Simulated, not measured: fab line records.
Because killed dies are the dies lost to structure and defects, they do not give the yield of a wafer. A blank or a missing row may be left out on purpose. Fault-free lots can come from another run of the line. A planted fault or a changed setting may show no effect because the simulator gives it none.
2 desks, one fault ; flow gf180mcu ; what lay behind the numbers comes last; until then each desk has only its own

## THE METROLOGY DESK
Means of the sampled wafers that have a number, per lot and without regard to the tool the lot ran on: this is what the gauges read. Any lot whose mean is over 4 standard deviations away from the usual mean is out of limits and marked OUT; that distance is given in the brackets.
Columns: A = cd_nm at GF_V1_CD_MEAS_14, usual 260.1 nm; B = V2_CVD_02_THK at GF_V2_THK_MEAS_03, usual 850 nm
lot;first seen here;A;B
L809;day 18 02:41;259.4;856
L810;day 18 13:03;259.3;846
L811;day 19 10:30;261.9;838
L812;day 19 13:38;260.4;848
L816;day 21 00:46;261.0;661 (-17) OUT
L817;day 21 04:37;261.7;662 (-17) OUT
L824;day 23 20:59;260.0;852
L826;day 24 13:43;260.4;855
L827;day 25 00:40;260.8;841
L828;day 25 12:30;259.0;853
L829;day 25 14:08;260.3;855
L830;day 25 16:29;261.8;857
L831;day 26 06:38;260.5;844
L832;day 26 15:49;259.0;848
Finding of this desk: L816, L817 out of limits, first seen on L816 at day 22 03:18 (V2_CVD_02_THK at GF_V2_THK_MEAS_03). L809, L810, L811, L812, L824, L826, L827, L828, L829, L830, L831, L832 stayed within limits.

## DESK OF THE TOOL OWNER: pecvd-02
The tool's own readings at GF_V2_CVD_02 (deposits SiO2 from TEOS, target thk 850 nm, time 94.851 s): means of the sampled wafers that have a number, for each lot that ran on this tool. Any lot whose mean is over 4 standard deviations away from the usual mean is out of limits and marked OUT; that distance is given in the brackets.
Columns: A = heater_power_w at GF_V2_CVD_02, usual 578 W
lot;first seen here;A
L809;day 19 05:25;552
L810;day 19 16:49;542
L816;day 22 03:14;588
L817;day 22 06:54;498
L827;day 26 00:57;592
L828;day 26 12:20;514
L830;day 26 16:20;602
L831;day 27 06:28;544
Finding of this desk: none of the 8 lots has anything out of limits.

## ALL TOGETHER
Metrology desk: alarm possible at day 22 03:18 on L816, L817.
The tool owner's desk saw nothing out of limits.
Tool owner's desk: L816, L817 on record, inside its limits.
On pecvd-02, each named lot ran GF_V2_CVD_02.

## WHAT THE SIMULATOR PUT IN
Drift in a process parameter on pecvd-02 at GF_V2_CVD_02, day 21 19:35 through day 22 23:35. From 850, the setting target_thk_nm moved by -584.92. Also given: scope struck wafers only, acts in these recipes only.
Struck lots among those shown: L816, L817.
Delay in hours, fault start to first out-of-limits reading, per desk: metrology desk 8.
